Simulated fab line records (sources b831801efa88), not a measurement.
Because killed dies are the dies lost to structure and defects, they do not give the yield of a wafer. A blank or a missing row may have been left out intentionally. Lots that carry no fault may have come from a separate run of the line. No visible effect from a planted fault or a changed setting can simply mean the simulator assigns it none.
Matching of chambers -- flow sky130 -- 3 sister chambers for SKY_CONTACT_CVD_00 on pecvd-02
The step deposits Si3N4, target thk 75 nm. 16 wafers are shown with their chamber, then 8 later ones without.

WAFERS, EACH WITH ITS CHAMBER
wafer,chamber,heater_power_w (W)
L075.3,1,719
L075.4,1,727
L075.5,2,864
L077.1,0,631
L077.5,2,896
L077.6,1,792
L079.2,2,836
L079.5,1,807
L079.6,0,609
L081.1,2,821
L081.3,0,608
L081.4,0,595
L083.1,1,743
L083.3,2,814
L083.6,1,731
L086.1,0,717

SIGNATURES (averages over the wafers above)
reading,chamber 0,chamber 1,chamber 2,scatter within a chamber
heater_power_w,632.00,753.17,846.20,40.3
Rule: distance of a wafer from a chamber = root of the sum over the readings of ((wafer's reading minus chamber's mean) / reading's scatter) squared. The wafer belongs to the nearest chamber; if the next one is less than 2 further off, it can't be placed. How the scatter is found: for the shown wafers, subtract from each reading the mean of its chamber, square and add these, divide the total by (wafers less chambers), then take the root.

WAFERS WHOSE CHAMBER IS MISSING
wafer,heater_power_w (W)
L086.2,871
L086.6,724
L094.1,639
L094.4,662
L094.5,781
L097.1,654
L097.2,825
L097.3,794

EACH ONE'S CHAMBER
wafer,from the rows above,in truth
L086.2,2,2
L086.6,can't be placed: 1 or 0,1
L094.1,0,0
L094.4,can't be placed: 0 or 1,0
L094.5,can't be placed: 1 or 2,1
L097.1,can't be placed: 0 or 1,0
L097.2,can't be placed: 2 or 1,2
L097.3,can't be placed: 1 or 2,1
2 of 8 placed correctly. Unplaceable from these rows: 6, with the true chamber sitting among the candidates in 6. Placed wrongly: 0.
